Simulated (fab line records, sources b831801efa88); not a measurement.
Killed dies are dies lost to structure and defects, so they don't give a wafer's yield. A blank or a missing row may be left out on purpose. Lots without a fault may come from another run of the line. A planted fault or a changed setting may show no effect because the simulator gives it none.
Which tool did it? | flow gf180mcu | 15 lots, 45 wafers sampled, at 2 steps of a route of 602

WHAT THE GAUGES READ, wafer by wafer
GF_PASSIVATION_BOW_MEAS_14. Usual: PASSIVATION_BOW 138 um, standard deviation 11.
lot  | measured     | on            | PASSIVATION_BOW (um) | flag
L281 | day 28 21:26 | film_metro-03 | 127 140 131          |
L282 | day 29 11:23 | film_metro-03 | 129 127 124          |
L283 | day 29 16:02 | film_metro-03 | 133 149 138          |
L284 | day 29 22:31 | film_metro-01 | 134 130 138          |
L285 | day 30 06:39 | film_metro-02 | 135 138 133          |
L286 | day 30 13:16 | film_metro-02 | 122 127 125          |
L288 | day 31 04:58 | film_metro-03 | 138 148 145          |
L289 | day 31 09:46 | film_metro-01 | 126 128 133          |
L290 | day 31 22:34 | film_metro-03 | 139 125 128          |
L293 | day 32 12:31 | film_metro-03 | 213 217 217          | OFF
L294 | day 32 21:52 | film_metro-01 | 198 214 213          | OFF
L295 | day 33 02:49 | film_metro-01 | 207 209 218          | OFF
L296 | day 33 10:26 | film_metro-03 | 123 129 117          |
L303 | day 34 23:22 | film_metro-01 | 146 135 150          |
L304 | day 35 01:34 | film_metro-03 | 151 153 154          |

WHICH TOOL RAN EACH LOT (tool, then ch and the chambers of the sampled wafers, then the start)
lot  | GF_PASSIVATION_ANNEAL_13
L281 | furnace-01 ch 0, day 28 19:52
L282 | furnace-01 ch 0, day 29 09:52
L283 | furnace-02 ch 0, day 29 14:31
L284 | furnace-02 ch 0, day 29 21:01
L285 | furnace-01 ch 0, day 30 05:09
L286 | furnace-01 ch 0, day 30 11:46
L288 | furnace-02 ch 0, day 31 03:27
L289 | furnace-01 ch 0, day 31 08:15
L290 | furnace-01 ch 0, day 31 21:04
L293 | furnace-02, day 32 10:57
L294 | furnace-01, day 32 20:22
L295 | furnace-02, day 33 01:19
L296 | furnace-01 ch 0, day 33 08:55
L303 | furnace-01 ch 0, day 34 21:49
L304 | furnace-02 ch 0, day 35 00:04
- GF_PASSIVATION_ANNEAL_13: time 1800 s.

WHAT THE TOOLS THEMSELVES READ (means of the sampled wafers that have a number; where no wafer has one, the mark that the record gives instead)
GF_PASSIVATION_ANNEAL_13. Usual: ramp_down_c_per_min 2.9999, standard deviation 0.00055; ramp_up_c_per_min 9.9999, standard deviation 0.0019; spike_tc_top_C 430.4 C, standard deviation 1.5; spike_tc_upper_C 400.2 C, standard deviation 1.1.
lot  | tool       | ramp_down_c_per_min | ramp_up_c_per_min | spike_tc_top_C (C) | spike_tc_upper_C (C) | flag
L281 | furnace-01 | 3.0004              | 9.9994            | 429.3              | 400.6                |
L282 | furnace-01 | 3.0000              | 10.0002           | 430.3              | 400.1                |
L283 | furnace-02 | 3.0001              | 10.0006           | 431.3              | 400.5                |
L284 | furnace-02 | 3.0000              | 9.9986            | 430.7              | 399.9                |
L285 | furnace-01 | 3.0000              | 9.9993            | 429.6              | 401.1                |
L286 | furnace-01 | 2.9998              | 9.9996            | 430.0              | 401.0                |
L288 | furnace-02 | 3.0000              | 9.9984            | 432.2              | 399.9                |
L289 | furnace-01 | 2.9994              | 9.9995            | 429.6              | 400.6                |
L290 | furnace-01 | 3.0003              | 10.0013           | 429.7              | 399.7                |
L293 | furnace-02 | -                   | -                 | -                  | -                    | OFF
L294 | furnace-01 | -                   | -                 | -                  | -                    | OFF
L295 | furnace-02 | -                   | -                 | -                  | -                    | OFF
L296 | furnace-01 | 2.9999              | 10.0014           | 428.6              | 400.4                |
L303 | furnace-01 | 2.9997              | 9.9992            | 429.3              | 400.6                |
L304 | furnace-02 | 2.9995              | 10.0007           | 431.9              | 399.5                |

THE ANSWER, worked out from the rows above alone
Rule: a lot is off if the mean of its wafers that have a number lies more than 3 standard deviations from the usual mean. A lot without any number at a reading at which 4 lots or more have one is off too. The other lots that the step has rows for count as sound. The gauges are gone through in route order, then the tools' own readings, and for those a lot's mean is taken as printed above. The first step at which some lot is off is used, and at that step the reading that is off furthest; a lot without a number counts as furthest.
Off: L293, L294, L295, at GF_PASSIVATION_BOW_MEAS_14 (PASSIVATION_BOW).
A tool fits if, at a process step before that reading, it ran every lot that is off, and no sound lot after the first of them. The gauges at GF_PASSIVATION_BOW_MEAS_14 aren't tried: what is off there is off at GF_PASSIVATION_ANNEAL_13 too, on other tools, and a gauge's error can't cause that. None of those tried fits.

WHAT THE SIMULATOR HAD PUT IN
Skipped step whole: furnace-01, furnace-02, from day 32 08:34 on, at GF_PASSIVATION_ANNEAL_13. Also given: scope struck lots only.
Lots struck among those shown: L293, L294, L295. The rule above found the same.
